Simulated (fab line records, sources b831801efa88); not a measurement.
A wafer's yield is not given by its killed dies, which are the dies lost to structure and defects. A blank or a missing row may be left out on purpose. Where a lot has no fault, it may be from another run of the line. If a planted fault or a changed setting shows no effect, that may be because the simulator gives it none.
Which of the tools did it? ; flow sky130 ; 12 lots with 36 wafers sampled at 6 steps, on a route of 708 steps

## WHAT EACH GAUGE READ, for each wafer
SKY_VT_ADJUST_HVTP_TW_MEAS_11.
lot;measured;on;VT_ADJUST_HVTP_TW
L836;day 6 00:36;film metro-04;1372 1360 1358
L837;day 6 05:16;film metro-02;1338 1324 1336
L842;day 7 15:37;film metro-03;1351 1349 1357
L845;day 8 09:21;film metro-02;1341 1331 1338
L847;day 8 20:16;film metro-02;1342 1324 1330
L848;day 9 06:06;film metro-04;1364 1366 1367
L850;day 9 15:29;film metro-04;1356 1364 1365
L849;day 9 15:48;film metro-03;1350 1357 1351
L854;day 10 22:19;film metro-02;1323 1328 1319
L857;day 11 16:45;film metro-03;1369 1366 1375
L858;day 12 00:28;film metro-03;1362 1363 1352
L859;day 12 05:17;film metro-02;1325 1328 1336

SKY_VT_ADJUST_LVTN_TW_MEAS_21.
lot;measured;on;VT_ADJUST_LVTN_2_TW
L836;day 7 15:24;film metro-04;188.5 189.5 189.0
L837;day 7 18:28;film metro-04;189.2 188.9 189.2
L842;day 9 09:28;film metro-04;188.9 189.7 188.1
L845;day 10 04:23;film metro-04;190.8 190.2 190.3
L847;day 10 16:07;film metro-04;190.1 190.0 190.3
L848;day 11 01:45;film metro-01;185.4 185.2 186.2
L850;day 11 12:35;film metro-02;187.0 187.2 187.3
L849;day 11 13:32;film metro-02;186.6 185.8 187.0
L854;day 12 22:17;film metro-01;184.7 184.5 184.2
L857;day 13 18:02;film metro-01;184.4 184.7 184.5
L858;day 14 02:44;film metro-01;185.6 185.8 185.5
L859;day 14 07:50;film metro-04;188.9 189.0 189.8

SKY_GATE_OXIDE_OVL_MEAS_10.
lot;measured;on;GATE_OXIDE_OVL (nm)
L836;day 13 16:00;overlay-01;-0.3 0.4 0.6
L837;day 13 20:30;overlay-02;1.4 -0.2 1.8
L842;day 15 17:46;overlay-01;-0.3 0.1 -0.5
L845;day 16 20:03;overlay-01;-2.2 -1.1 -1.8
L847;day 17 13:24;overlay-02;1.7 3.8 2.9
L848;day 17 22:13;overlay-01;0.5 -1.4 -0.3
L850;day 18 13:52;overlay-01;2.2 -0.1 0.6
L849;day 18 14:42;overlay-02;3.0 -1.8 0.6
L854;day 20 12:45;overlay-01;0.9 2.1 0.4
L857;day 21 11:34;overlay-02;2.1 -0.6 0.5
L858;day 21 23:51;overlay-02;-0.4 0.9 0.4
L859;day 22 04:48;overlay-01;-1.3 1.3 -0.8

SKY_LDD_LDN_OVL_MEAS_07.
lot;measured;on;LDD_LDN_OVL (nm)
L836;day 22 15:33;overlay-01;-3.1 -0.6 -0.6
L837;day 22 19:15;overlay-01;-0.2 0.9 -1.6
L842;day 25 02:22;overlay-01;-0.4 -0.2 -0.4
L845;day 26 01:15;overlay-02;1.7 1.1 0.0
L847;day 26 19:03;overlay-01;1.0 -1.0 -0.1
L848;day 27 05:26;overlay-01;-2.0 -1.7 -3.3
L850;day 28 00:06;overlay-01;- - -
L849;day 28 01:20;overlay-02;- - -
L854;day 29 13:18;overlay-02;0.3 0.8 0.1
L857;day 30 08:06;overlay-01;-1.2 -0.4 0.6
L858;day 30 18:30;overlay-02;-0.5 -2.1 -1.7
L859;day 30 22:27;overlay-02;-0.5 1.6 2.4

SKY_RES_XHIGH_TW_MEAS_09.
lot;measured;on;RES_XHIGH_TW
L836;day 26 10:27;film metro-03;1648 1644 1641
L837;day 26 15:33;film metro-02;1612 1609 1608
L842;day 28 17:22;film metro-02;1600 1616 1610
L845;day 29 16:40;film metro-03;1644 1646 1644
L847;day 30 11:49;film metro-03;1658 1645 1644
L848;day 30 20:28;film metro-04;1646 1654 1655
L850;day 31 14:27;film metro-04;1921 1942 1916 1933 1933 1930
L849;day 31 17:04;film metro-02;1889 1891 1889 1885 1895 1889
L854;day 33 01:49;film metro-03;1658 1648 1655
L857;day 33 20:16;film metro-03;1653 1660 1665
L858;day 34 05:31;film metro-04;1663 1652 1655
L859;day 34 09:25;film metro-04;1644 1643 1647

## TOOL THAT RAN EACH LOT (tool first, then ch and the chambers of the sampled wafers, then the start)
lot;SKY_LDD_LDN_COAT_02
L836;litho track-04 ch 0, day 21 23:06
L837;litho track-01 ch 0, day 22 03:43
L842;litho track-03 ch 0, day 24 12:15
L845;litho track-01 ch 0, day 25 11:04
L847;litho track-01 ch 0, day 26 04:04
L848;litho track-04 ch 0, day 26 15:24
L850;litho track-03, day 27 09:01
L849;litho track-01, day 27 10:35
L854;litho track-03 ch 0, day 28 23:10
L857;litho track-01 ch 0, day 29 17:47
L858;litho track-04 ch 0, day 30 04:13
L859;litho track-03 ch 0, day 30 09:01
- SKY_LDD_LDN_COAT_02: resist thk 1140 nm.

## WHAT THE TOOLS THEMSELVES READ (means of the sampled wafers that have a number; where no wafer has one, the mark that the record gives instead)
SKY_LDD_LDN_COAT_02.
lot;tool;chill plate temp C (C);dispense pressure kPa (kPa);exhaust pa (Pa);spin speed rpm (rpm)
L836;litho track-04;23.02;47;45.3;3000.6
L837;litho track-01;23.08;49;44.5;3000.1
L842;litho track-03;22.95;41;45.7;3000.0
L845;litho track-01;23.03;49;44.2;2999.6
L847;litho track-01;23.03;49;43.7;2999.9
L848;litho track-04;23.02;47;44.3;3001.5
L850;litho track-03;-;-;-;-
L849;litho track-01;-;-;-;-
L854;litho track-03;23.00;41;45.5;2998.2
L857;litho track-01;23.04;49;44.5;2999.4
L858;litho track-04;22.94;47;45.8;3001.1
L859;litho track-03;22.95;41;45.7;3002.4

## THE ANSWER, worked out from the rows above alone
Rule: what is usual is taken from the lots themselves. Put in order of their means at a reading, lots are off if they are a third of the lots or fewer, leave a main group of 4 or more, and stand apart from it by a gap of 3 or more times the standard deviation of the main group's means; of several such gaps the widest counts. A main group is skipped when, at the precision printed for the reading in the tables above, its means are all equal. Also off: a lot with no number at a reading for which 4 or more lots have one. The other lots that the step has rows for count as sound. First the gauges in route order, then the tools' own readings, where a lot's mean is used as printed above. The first step at which some lot is off is used, and at that step the reading that is off furthest; a lot without a number counts as furthest.
Off: L850, L849, seen at SKY_LDD_LDN_OVL_MEAS_07 (LDD_LDN_OVL). Without a number there: L850, L849. The main group: mean -0.4 nm, standard deviation 1.
If a tool, at a process step before that reading, ran all the lots that are off and no sound lot after the first of them, it fits. The gauges at SKY_LDD_LDN_OVL_MEAS_07 aren't tried: what is off there is off at SKY_RES_XHIGH_TW_MEAS_09 too, on other tools, and a gauge's error can't cause that. None of those tried fits.

## WHAT THE SIMULATOR HAD INSERTED
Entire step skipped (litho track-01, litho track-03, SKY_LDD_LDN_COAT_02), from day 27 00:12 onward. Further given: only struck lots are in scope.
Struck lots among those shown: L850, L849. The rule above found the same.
